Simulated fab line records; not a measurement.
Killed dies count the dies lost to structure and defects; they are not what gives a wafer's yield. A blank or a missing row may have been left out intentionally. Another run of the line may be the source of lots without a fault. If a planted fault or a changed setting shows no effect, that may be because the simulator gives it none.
Which tool is to blame? :: flow gf180mcu :: route of 602 steps, sampled at 1 step: 12 lots, 36 wafers

## WHAT THE GAUGES SHOWED, per wafer
GF_NWELL_OVL_MEAS_07.
lot: L075
measured: day 3 13:08
on: overlay-02
NWELL_OVL (nm): -0.4 0.1 -1.1

lot: L077
measured: day 4 01:20
on: overlay-02
NWELL_OVL (nm): 0.9 0.1 2.0

lot: L079
measured: day 4 09:11
on: overlay-01
NWELL_OVL (nm): 2.1 0.1 2.2

lot: L081
measured: day 4 20:14
on: overlay-02
NWELL_OVL (nm): -0.5 -3.1 -2.5

lot: L083
measured: day 5 14:40
on: overlay-01
NWELL_OVL (nm): 1.2 2.1 1.1

lot: L084
measured: day 5 23:07
on: overlay-01
NWELL_OVL (nm): -1.8 -0.6 -1.5

lot: L087
measured: day 6 07:42
on: overlay-01
NWELL_OVL (nm): 0.6 -3.6 -0.1

lot: L089
measured: day 6 21:37
on: overlay-01
NWELL_OVL (nm): -2.6 -0.9 -4.3

lot: L091
measured: day 7 08:05
on: overlay-01
NWELL_OVL (nm): 1.0 1.5 1.8

lot: L093
measured: day 7 14:26
on: overlay-01
NWELL_OVL (nm): -1.1 0.4 1.2

lot: L095
measured: day 8 07:22
on: overlay-02
NWELL_OVL (nm): -0.9 -1.0 0.4

lot: L097
measured: day 8 13:04
on: overlay-01
NWELL_OVL (nm): 1.3 1.7 0.8

## EACH LOT AND THE TOOL THAT RAN IT (in order: tool; ch and the chambers of the sampled wafers; start)
The record holds no process step before these readings.

## THE ANSWER, worked out from the rows above alone
Rule: usual is defined by the lots themselves. The widest of any qualifying gaps counts: lots, ordered by their means at a reading, are off when they make up no more than a third of the lots, leave a main group of 4 or more, and stand apart from it by 3 or more times the standard deviation of that group's means. A main group whose means are all the same, to the digits that the tables above print for the reading, isn't used. A lot without any number at a reading at which 4 lots or more have one is off too. Any other lot the step has rows for is counted as sound.
Nothing can be told from this: no lot is off at any reading shown.

## WHAT HAD BEEN PUT IN BY THE SIMULATOR
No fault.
